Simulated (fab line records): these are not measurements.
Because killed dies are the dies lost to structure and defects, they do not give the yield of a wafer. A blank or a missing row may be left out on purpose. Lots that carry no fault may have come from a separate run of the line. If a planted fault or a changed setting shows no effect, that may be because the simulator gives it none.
The tool behind it: which one? :: flow gf180mcu :: Sampling: 24 lots, 72 wafers, 5 of 602 route steps

== WHAT EACH GAUGE READ, for each wafer ==
GF_STI_THK_MEAS_04.
lot: L074
measured: day 1 13:34
on: film_metro-02
STI_CVD_03_THK (nm): 205.6 203.1 205.2

lot: L075
measured: day 1 18:34
on: film_metro-03
STI_CVD_03_THK (nm): 208.5 208.5 207.7

lot: L076
measured: day 2 04:13
on: film_metro-03
STI_CVD_03_THK (nm): 204.5 203.4 203.9

lot: L077
measured: day 2 13:31
on: film_metro-02
STI_CVD_03_THK (nm): 205.1 206.3 205.3

lot: L078
measured: day 2 13:31
on: film_metro-03
STI_CVD_03_THK (nm): 208.0 207.5 208.5

lot: L079
measured: day 2 16:13
on: film_metro-02
STI_CVD_03_THK (nm): 209.0 210.0 208.6

lot: L080
measured: day 2 19:47
on: film_metro-02
STI_CVD_03_THK (nm): 206.4 207.0 208.3

lot: L081
measured: day 3 00:34
on: film_metro-02
STI_CVD_03_THK (nm): 205.7 206.0 206.4

lot: L082
measured: day 3 07:19
on: film_metro-03
STI_CVD_03_THK (nm): 207.6 208.1 207.9

lot: L083
measured: day 3 10:34
on: film_metro-02
STI_CVD_03_THK (nm): 206.6 208.0 207.7

lot: L084
measured: day 3 16:22
on: film_metro-02
STI_CVD_03_THK (nm): 206.2 206.9 207.0

lot: L085
measured: day 3 20:34
on: film_metro-01
STI_CVD_03_THK (nm): 208.1 210.2 210.1

lot: L086
measured: day 4 02:05
on: film_metro-03
STI_CVD_03_THK (nm): 212.4 213.2 213.4

lot: L087
measured: day 4 07:41
on: film_metro-02
STI_CVD_03_THK (nm): 208.5 209.0 209.9

lot: L088
measured: day 4 11:34
on: film_metro-03
STI_CVD_03_THK (nm): 208.1 208.4 208.6

lot: L089
measured: day 4 16:34
on: film_metro-03
STI_CVD_03_THK (nm): 207.5 207.9 208.1

lot: L090
measured: day 4 21:34
on: film_metro-02
STI_CVD_03_THK (nm): 208.2 208.7 204.5

lot: L091
measured: day 5 02:40
on: film_metro-01
STI_CVD_03_THK (nm): 205.7 205.8 208.3

lot: L092
measured: day 5 08:07
on: film_metro-03
STI_CVD_03_THK (nm): 208.5 209.8 209.7

lot: L093
measured: day 5 13:48
on: film_metro-03
STI_CVD_03_THK (nm): 207.3 206.7 206.1

lot: L094
measured: day 5 17:34
on: film_metro-02
STI_CVD_03_THK (nm): 211.5 210.6 210.6

lot: L095
measured: day 6 00:17
on: film_metro-03
STI_CVD_03_THK (nm): 208.6 207.6 207.9

lot: L096
measured: day 6 05:23
on: film_metro-01
STI_CVD_03_THK (nm): 206.7 204.3 205.5

lot: L097
measured: day 6 09:34
on: film_metro-03
STI_CVD_03_THK (nm): 211.1 210.6 207.5

GF_V2_BOW_MEAS_05.
lot: L074
measured: day 19 18:12
on: film_metro-03
V2_BOW (um): 86 98 91

lot: L075
measured: day 19 20:42
on: film_metro-04
V2_BOW (um): 96 104 97

lot: L076
measured: day 20 08:32
on: film_metro-03
V2_BOW (um): 120 105 105

lot: L077
measured: day 20 21:44
on: film_metro-01
V2_BOW (um): 95 100 94

lot: L078
measured: day 21 03:02
on: film_metro-01
V2_BOW (um): 88 88 83

lot: L079
measured: day 21 06:53
on: film_metro-03
V2_BOW (um): 101 113 117

lot: L080
measured: day 21 13:14
on: film_metro-04
V2_BOW (um): 97 116 109

lot: L081
measured: day 21 19:00
on: film_metro-04
V2_BOW (um): 91 85 94

lot: L082
measured: day 22 09:49
on: film_metro-04
V2_BOW (um): 94 98 99

lot: L083
measured: day 22 15:25
on: film_metro-03
V2_BOW (um): 110 101 103

lot: L084
measured: day 23 05:44
on: film_metro-01
V2_BOW (um): 98 103 95

lot: L085
measured: day 23 11:52
on: film_metro-04
V2_BOW (um): 102 91 105

lot: L086
measured: day 23 18:34
on: film_metro-04
V2_BOW (um): 97 93 95

lot: L087
measured: day 24 02:56
on: film_metro-03
V2_BOW (um): 103 105 98

lot: L088
measured: day 24 09:47
on: film_metro-03
V2_BOW (um): 96 90 98

lot: L089
measured: day 24 16:58
on: film_metro-01
V2_BOW (um): 96 93 99

lot: L090
measured: day 25 01:20
on: film_metro-04
V2_BOW (um): 112 102 94

lot: L091
measured: day 25 13:01
on: film_metro-04
V2_BOW (um): 92 86 105

lot: L092
measured: day 25 19:41
on: film_metro-01
V2_BOW (um): 107 101 102

lot: L093
measured: day 25 23:55
on: film_metro-03
V2_BOW (um): 89 111 101

lot: L094
measured: day 26 04:37
on: film_metro-03
V2_BOW (um): 94 96 108

lot: L095
measured: day 26 19:28
on: film_metro-04
V2_BOW (um): 97 92 95

lot: L096
measured: day 26 21:33
on: film_metro-03
V2_BOW (um): 98 96 95

lot: L097
measured: day 27 03:26
on: film_metro-04
V2_BOW (um): 96 100 94

GF_V3_THK_MEAS_01.
lot: L074
measured: day 21 21:22
on: film_metro-02
V3_CVD_00_THK (nm): 600 617 608

lot: L075
measured: day 21 23:25
on: film_metro-02
V3_CVD_00_THK (nm): 599 608 605

lot: L076
measured: day 22 10:22
on: film_metro-02
V3_CVD_00_THK (nm): 596 615 615

lot: L077
measured: day 22 23:25
on: film_metro-01
V3_CVD_00_THK (nm): 606 615 598

lot: L078
measured: day 23 04:29
on: film_metro-01
V3_CVD_00_THK (nm): 597 602 593

lot: L079
measured: day 23 07:44
on: film_metro-02
V3_CVD_00_THK (nm): 602 595 604

lot: L080
measured: day 23 12:54
on: film_metro-03
V3_CVD_00_THK (nm): 597 609 606

lot: L081
measured: day 23 19:34
on: film_metro-03
V3_CVD_00_THK (nm): 600 608 605

lot: L082
measured: day 24 09:04
on: film_metro-02
V3_CVD_00_THK (nm): 602 604 601

lot: L083
measured: day 24 15:04
on: film_metro-03
V3_CVD_00_THK (nm): 600 600 602

lot: L084
measured: day 25 04:08
on: film_metro-02
V3_CVD_00_THK (nm): 608 593 609

lot: L085
measured: day 25 09:54
on: film_metro-03
V3_CVD_00_THK (nm): 601 612 595

lot: L086
measured: day 25 15:56
on: film_metro-01
V3_CVD_00_THK (nm): 605 601 600

lot: L087
measured: day 26 01:12
on: film_metro-01
V3_CVD_00_THK (nm): 603 600 601

lot: L088
measured: day 26 06:41
on: film_metro-03
V3_CVD_00_THK (nm): 604 609 611

lot: L089
measured: day 26 13:09
on: film_metro-02
V3_CVD_00_THK (nm): 608 610 598

lot: L090
measured: day 26 21:13
on: film_metro-01
V3_CVD_00_THK (nm): 606 601 591

lot: L091
measured: day 27 09:38
on: film_metro-01
V3_CVD_00_THK (nm): 613 614 602

lot: L092
measured: day 27 15:33
on: film_metro-02
V3_CVD_00_THK (nm): 601 590 594

lot: L093
measured: day 27 19:30
on: film_metro-03
V3_CVD_00_THK (nm): 607 607 593

lot: L094
measured: day 28 00:35
on: film_metro-02
V3_CVD_00_THK (nm): 610 598 608

lot: L095
measured: day 28 14:10
on: film_metro-03
V3_CVD_00_THK (nm): 594 604 601

lot: L096
measured: day 28 15:50
on: film_metro-01
V3_CVD_00_THK (nm): 608 607 602

lot: L097
measured: day 28 21:42
on: film_metro-01
V3_CVD_00_THK (nm): 609 618 610

GF_V3_THK_MEAS_03.
lot: L074
measured: day 21 21:30
on: film_metro-01
V3_CVD_02_THK (nm): 844 861 846

lot: L075
measured: day 21 23:32
on: film_metro-02
V3_CVD_02_THK (nm): 837 840 850

lot: L076
measured: day 22 10:30
on: film_metro-03
V3_CVD_02_THK (nm): 825 832 844

lot: L077
measured: day 22 23:33
on: film_metro-02
V3_CVD_02_THK (nm): 857 868 863

lot: L078
measured: day 23 04:37
on: film_metro-02
V3_CVD_02_THK (nm): 846 856 864

lot: L079
measured: day 23 07:52
on: film_metro-02
V3_CVD_02_THK (nm): 842 840 858

lot: L080
measured: day 23 13:02
on: film_metro-01
V3_CVD_02_THK (nm): 836 861 860

lot: L081
measured: day 23 19:41
on: film_metro-02
V3_CVD_02_THK (nm): 846 837 850

lot: L082
measured: day 24 09:12
on: film_metro-03
V3_CVD_02_THK (nm): 829 845 846

lot: L083
measured: day 24 15:11
on: film_metro-01
V3_CVD_02_THK (nm): 838 854 842

lot: L084
measured: day 25 04:16
on: film_metro-01
V3_CVD_02_THK (nm): 841 827 850

lot: L085
measured: day 25 10:02
on: film_metro-02
V3_CVD_02_THK (nm): 850 838 845

lot: L086
measured: day 25 16:04
on: film_metro-02
V3_CVD_02_THK (nm): 849 836 843

lot: L087
measured: day 26 01:20
on: film_metro-03
V3_CVD_02_THK (nm): 843 852 851

lot: L088
measured: day 26 06:49
on: film_metro-02
V3_CVD_02_THK (nm): 858 861 868

lot: L089
measured: day 26 13:17
on: film_metro-01
V3_CVD_02_THK (nm): 829 855 849

lot: L090
measured: day 26 21:20
on: film_metro-03
V3_CVD_02_THK (nm): 848 868 862

lot: L091
measured: day 27 09:46
on: film_metro-03
V3_CVD_02_THK (nm): 845 850 854

lot: L092
measured: day 27 15:41
on: film_metro-01
V3_CVD_02_THK (nm): 850 863 856

lot: L093
measured: day 27 19:38
on: film_metro-02
V3_CVD_02_THK (nm): 845 845 846

lot: L094
measured: day 28 00:43
on: film_metro-03
V3_CVD_02_THK (nm): 832 839 840

lot: L095
measured: day 28 14:18
on: film_metro-01
V3_CVD_02_THK (nm): 854 868 869

lot: L096
measured: day 28 15:58
on: film_metro-01
V3_CVD_02_THK (nm): 851 858 865

lot: L097
measured: day 28 21:50
on: film_metro-03
V3_CVD_02_THK (nm): 856 865 854

== EACH LOT AND THE TOOL THAT RAN IT (in order: tool; ch and the chambers of the sampled wafers; start) ==
lot: L074
GF_PSD_STRIP_10: plasma_asher-01 ch 0,1, day 14 14:10

lot: L075
GF_PSD_STRIP_10: plasma_asher-01 ch 0,1, day 14 18:10

lot: L076
GF_PSD_STRIP_10: plasma_asher-01 ch 0,1, day 15 03:07

lot: L077
GF_PSD_STRIP_10: plasma_asher-03 ch 0,1, day 15 16:06

lot: L078
GF_PSD_STRIP_10: plasma_asher-04 ch 0,1, day 15 20:54

lot: L079
GF_PSD_STRIP_10: plasma_asher-01 ch 0,1, day 16 01:20

lot: L080
GF_PSD_STRIP_10: plasma_asher-04 ch 0,1, day 16 06:52

lot: L081
GF_PSD_STRIP_10: plasma_asher-01 ch 0,1, day 16 11:05

lot: L082
GF_PSD_STRIP_10: plasma_asher-04 ch 0,1, day 17 02:06

lot: L083
GF_PSD_STRIP_10: plasma_asher-01 ch 1, day 17 08:03

lot: L084
GF_PSD_STRIP_10: plasma_asher-03 ch 0,1, day 17 21:44

lot: L085
GF_PSD_STRIP_10: plasma_asher-01 ch 0,1, day 18 04:35

lot: L086
GF_PSD_STRIP_10: plasma_asher-01 ch 0,1, day 18 10:51

lot: L087
GF_PSD_STRIP_10: plasma_asher-04 ch 1, day 18 20:35

lot: L088
GF_PSD_STRIP_10: plasma_asher-04 ch 0,1, day 19 04:09

lot: L089
GF_PSD_STRIP_10: plasma_asher-01 ch 0,1, day 19 12:50

lot: L090
GF_PSD_STRIP_10: plasma_asher-04 ch 0,1, day 19 21:35

lot: L091
GF_PSD_STRIP_10: plasma_asher-03 ch 0,1, day 20 12:18

lot: L092
GF_PSD_STRIP_10: plasma_asher-04 ch 0,1, day 20 17:42

lot: L093
GF_PSD_STRIP_10: plasma_asher-01 ch 0,1, day 20 23:13

lot: L094
GF_PSD_STRIP_10: plasma_asher-04 ch 0,1, day 21 04:51

lot: L095
GF_PSD_STRIP_10: plasma_asher-04 ch 0,1, day 21 22:26

lot: L096
GF_PSD_STRIP_10: plasma_asher-01 ch 0,1, day 22 00:14

lot: L097
GF_PSD_STRIP_10: plasma_asher-03 ch 0,1, day 22 06:20
- GF_PSD_STRIP_10: strips in O2/N2.

== WHAT THE TOOLS THEMSELVES READ (means of the sampled wafers that have a number; where no wafer has one, the mark that the record gives instead) ==
GF_PSD_STRIP_10.
lot: L074
tool: plasma_asher-01
drypump_motor_current_A (A): 5.3
heater_power_w (W): 333
oes_product_au (a.u.): 0.592
strip_time_to_endpoint_s (s): 16.52

lot: L075
tool: plasma_asher-01
drypump_motor_current_A (A): 5.3
heater_power_w (W): 340
oes_product_au (a.u.): 0.593
strip_time_to_endpoint_s (s): 16.59

lot: L076
tool: plasma_asher-01
drypump_motor_current_A (A): 5.5
heater_power_w (W): 351
oes_product_au (a.u.): 0.587
strip_time_to_endpoint_s (s): 16.49

lot: L077
tool: plasma_asher-03
drypump_motor_current_A (A): 4.8
heater_power_w (W): 304
oes_product_au (a.u.): 0.589
strip_time_to_endpoint_s (s): 16.55

lot: L078
tool: plasma_asher-04
drypump_motor_current_A (A): 5.4
heater_power_w (W): 366
oes_product_au (a.u.): 0.591
strip_time_to_endpoint_s (s): 16.56

lot: L079
tool: plasma_asher-01
drypump_motor_current_A (A): 5.3
heater_power_w (W): 334
oes_product_au (a.u.): 0.594
strip_time_to_endpoint_s (s): 16.54

lot: L080
tool: plasma_asher-04
drypump_motor_current_A (A): 5.8
heater_power_w (W): 369
oes_product_au (a.u.): 0.589
strip_time_to_endpoint_s (s): 16.53

lot: L081
tool: plasma_asher-01
drypump_motor_current_A (A): 5.3
heater_power_w (W): 336
oes_product_au (a.u.): 0.590
strip_time_to_endpoint_s (s): 16.57

lot: L082
tool: plasma_asher-04
drypump_motor_current_A (A): 5.4
heater_power_w (W): 367
oes_product_au (a.u.): 0.585
strip_time_to_endpoint_s (s): 16.50

lot: L083
tool: plasma_asher-01
drypump_motor_current_A (A): 5.6
heater_power_w (W): 368
oes_product_au (a.u.): 0.589
strip_time_to_endpoint_s (s): 16.50

lot: L084
tool: plasma_asher-03
drypump_motor_current_A (A): 4.8
heater_power_w (W): 330
oes_product_au (a.u.): 0.592
strip_time_to_endpoint_s (s): 16.55

lot: L085
tool: plasma_asher-01
drypump_motor_current_A (A): 5.5
heater_power_w (W): 350
oes_product_au (a.u.): 0.590
strip_time_to_endpoint_s (s): 16.49

lot: L086
tool: plasma_asher-01
drypump_motor_current_A (A): 5.3
heater_power_w (W): 339
oes_product_au (a.u.): 0.598
strip_time_to_endpoint_s (s): 16.55

lot: L087
tool: plasma_asher-04
drypump_motor_current_A (A): 6.1
heater_power_w (W): 375
oes_product_au (a.u.): 0.589
strip_time_to_endpoint_s (s): 16.52

lot: L088
tool: plasma_asher-04
drypump_motor_current_A (A): 5.4
heater_power_w (W): 363
oes_product_au (a.u.): 0.592
strip_time_to_endpoint_s (s): 16.54

lot: L089
tool: plasma_asher-01
drypump_motor_current_A (A): 5.5
heater_power_w (W): 364
oes_product_au (a.u.): 0.587
strip_time_to_endpoint_s (s): 16.58

lot: L090
tool: plasma_asher-04
drypump_motor_current_A (A): 5.4
heater_power_w (W): 365
oes_product_au (a.u.): 0.595
strip_time_to_endpoint_s (s): 16.51

lot: L091
tool: plasma_asher-03
drypump_motor_current_A (A): 4.8
heater_power_w (W): 324
oes_product_au (a.u.): 0.593
strip_time_to_endpoint_s (s): 16.47

lot: L092
tool: plasma_asher-04
drypump_motor_current_A (A): 5.8
heater_power_w (W): 373
oes_product_au (a.u.): 0.590
strip_time_to_endpoint_s (s): 16.53

lot: L093
tool: plasma_asher-01
drypump_motor_current_A (A): 5.5
heater_power_w (W): 354
oes_product_au (a.u.): 0.587
strip_time_to_endpoint_s (s): 16.51

lot: L094
tool: plasma_asher-04
drypump_motor_current_A (A): 5.8
heater_power_w (W): 373
oes_product_au (a.u.): 0.592
strip_time_to_endpoint_s (s): 16.48

lot: L095
tool: plasma_asher-04
drypump_motor_current_A (A): 5.7
heater_power_w (W): 369
oes_product_au (a.u.): 0.593
strip_time_to_endpoint_s (s): 16.53

lot: L096
tool: plasma_asher-01
drypump_motor_current_A (A): 5.3
heater_power_w (W): 342
oes_product_au (a.u.): 0.592
strip_time_to_endpoint_s (s): 16.48

lot: L097
tool: plasma_asher-03
drypump_motor_current_A (A): 4.8
heater_power_w (W): 304
oes_product_au (a.u.): 0.595
strip_time_to_endpoint_s (s): 16.54

== THE ANSWER, worked out from the rows above alone ==
Rule: the lots themselves supply what counts as usual. The widest of any qualifying gaps counts: lots, ordered by their means at a reading, are off when they make up no more than a third of the lots, leave a main group of 4 or more, and stand apart from it by 3 or more times the standard deviation of that group's means. A main group whose means are all the same, to the digits that the tables above print for the reading, isn't used. A lot without any number at a reading at which 4 lots or more have one is off too. Any other lot the step has rows for is counted as sound. Order of review: gauges by route order, followed by the tools' own readings, for which a lot's mean as printed above is used. At the first step where some lot is off, the reading lying furthest off is the one used; lots without a number count as furthest.
None of the lots is off at any reading shown; this tells nothing.

== WHAT WAS PUT IN BY THE SIMULATOR ==
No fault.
